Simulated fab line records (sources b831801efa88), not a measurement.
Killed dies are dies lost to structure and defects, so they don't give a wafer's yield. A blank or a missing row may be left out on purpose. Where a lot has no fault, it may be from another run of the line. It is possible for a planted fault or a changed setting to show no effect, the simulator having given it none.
Matching of chambers | flow gf180mcu | rie_diel-03 running GF_V2_ETCH_16: 4 sister chambers
The step etches BARC in N2/H2. 14 wafers are shown with their chamber, then 7 later ones without.

WAFERS WITH THEIR CHAMBER
wafer  | chamber | drypump_motor_current_A (A) | oes_product_au (a.u.) | throttle_valve_pct (%)
L222.1 | 3       | 6.8                         | 0.857                 | 13.220
L222.4 | 0       | 5.9                         | 0.851                 | 13.220
L222.6 | 1       | 5.8                         | 0.865                 | 13.235
L227.1 | 0       | 5.9                         | 0.860                 | 13.223
L227.5 | 0       | 5.9                         | 0.859                 | 13.240
L227.6 | 3       | 6.8                         | 0.855                 | 13.239
L230.1 | 3       | 6.8                         | 0.850                 | 13.217
L230.3 | 2       | 5.2                         | 0.856                 | 13.227
L230.6 | 3       | 6.7                         | 0.856                 | 13.222
L233.4 | 1       | 5.8                         | 0.860                 | 13.214
L233.5 | 0       | 5.8                         | 0.853                 | 13.224
L233.6 | 3       | 6.7                         | 0.848                 | 13.226
L234.1 | 3       | 6.7                         | 0.861                 | 13.226
L234.2 | 2       | 5.3                         | 0.858                 | 13.229

SIGNATURES, as means of the wafers listed above
reading                 | chamber 0 | chamber 1 | chamber 2 | chamber 3 | scatter within a chamber
drypump_motor_current_A | 5.875     | 5.800     | 5.250     | 6.750     | 0.0524
oes_product_au          | 0.85575   | 0.86250   | 0.85700   | 0.85450   | 0.00432
throttle_valve_pct      | 13.22675  | 13.22450  | 13.22800  | 13.22500  | 0.00872
Rule: for a wafer and a chamber, the distance is found by dividing, reading by reading, the gap between the wafer's reading and the chamber's mean by the reading's scatter, squaring, summing and taking the root. The wafer belongs to the nearest chamber; if the next one is less than 2 further off, it can't be placed. The scatter is the square root of a quotient: the sum, over the shown wafers, of each reading's squared deviation from its chamber's mean, divided by wafers minus chambers.

WAFERS WITHOUT THEIR CHAMBER
wafer  | drypump_motor_current_A (A) | oes_product_au (a.u.) | throttle_valve_pct (%)
L234.3 | 5.9                         | 0.855                 | 13.247
L240.3 | 5.8                         | 0.853                 | 13.236
L240.5 | 5.9                         | 0.856                 | 13.219
L240.6 | 6.7                         | 0.852                 | 13.231
L242.2 | 5.9                         | 0.857                 | 13.232
L242.3 | 5.7                         | 0.855                 | 13.221
L242.6 | 6.7                         | 0.866                 | 13.226

WHICH CHAMBER EACH ONE RAN IN
wafer  | from the rows above     | in truth
L234.3 | can't be placed: 0 or 1 | 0
L240.3 | can't be placed: 0 or 1 | 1
L240.5 | can't be placed: 0 or 1 | 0
L240.6 | 3                       | 3
L242.2 | can't be placed: 0 or 1 | 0
L242.3 | can't be placed: 1 or 0 | 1
L242.6 | 3                       | 3
Correct placement for 2 of the 7. From these rows, 5 cannot be placed; in 5 the true chamber is one of the candidates. Wrongly placed: 0.
